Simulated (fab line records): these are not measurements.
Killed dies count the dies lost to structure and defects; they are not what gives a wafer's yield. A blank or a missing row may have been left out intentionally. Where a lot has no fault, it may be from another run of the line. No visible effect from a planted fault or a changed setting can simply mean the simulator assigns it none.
2 desks looking at one fault | flow sky130 | only its own numbers are on each desk; what lay behind them is given at the end

== FROM THE METROLOGY DESK ==
What the gauges read, lot by lot, whatever tool the lot ran on: means of the sampled wafers that have a number. Any lot whose mean is over 4 standard deviations away from the usual mean is out of limits and marked OUT; that distance is given in the brackets.
Columns: A = GATE_OXIDE_OVL at SKY_GATE_OXIDE_OVL_MEAS_10, usual 0.1 nm; B = GATE_OXIDE_TW at SKY_GATE_OXIDE_TW_MEAS_14, usual 223.4; C = POLY_GATE_CVD_00_THK at SKY_POLY_GATE_THK_MEAS_01, usual 179.4 nm; D = POLY_GATE_TW at SKY_RES_PROTECT_TW_MEAS_08, usual 4021; E = POLY_GATE_CVD_03_THK at SKY_POLY_GATE_THK_MEAS_04, usual 75.0 nm; F = cd-nm at SKY_POLY_GATE_CD_MEAS_13, usual 149.9 nm; G = POLY_GATE_OVL at SKY_POLY_GATE_OVL_MEAS_14, usual -2 nm
lot  | first seen here | A    | B     | C     | D    | E    | F     | G
L800 | day 14 08:03    | 0.7  | 224.0 | 179.0 | 4038 | 74.2 | 149.1 | 1
L805 | day 16 05:25    | 0.0  | 224.0 | 180.2 | 4068 | 74.2 | 150.5 | 1
L807 | day 16 18:27    | 0.3  | 219.5 | 180.7 | 3965 | 75.6 | 151.5 | -11
L812 | day 18 17:03    | 0.4  | 220.8 | 178.8 | 3998 | 76.1 | 149.6 | -6
L815 | day 19 13:45    | 0.9  | 219.8 | 178.3 | 4057 | 75.1 | 149.6 | 4
L816 | day 19 23:24    | -0.7 | 223.8 | 179.4 | 4022 | 74.4 | 152.9 | 0
This desk's verdict: no lot among the 6 shows anything out of limits.

== FOR THE TOOL OWNER'S DESK: furnace-02 ==
The tool's own readings at SKY_GATE_OXIDE_OXIDATION_16 (stabilise 600 s, purge 300 s, target thk 3.57 nm): means of the sampled wafers that have a number, for each lot that ran on this tool. Any lot whose mean is over 4 standard deviations away from the usual mean is out of limits and marked OUT; that distance is given in the brackets.
Columns: A = ox-temp-c at SKY_GATE_OXIDE_OXIDATION_16, usual 800.0 C
lot  | first seen here | A
L800 | day 14 08:47    | 800.4
L805 | day 16 06:44    | 800.5
L807 | day 16 20:10    | 799.1
This desk's verdict: no lot among the 3 shows anything out of limits.

== TAKEN TOGETHER ==
At the metrology desk, nothing out of limits was observed.
Nothing out of limits was seen by the tool owner's desk.

== WHAT THE SIMULATOR HAD INSERTED ==
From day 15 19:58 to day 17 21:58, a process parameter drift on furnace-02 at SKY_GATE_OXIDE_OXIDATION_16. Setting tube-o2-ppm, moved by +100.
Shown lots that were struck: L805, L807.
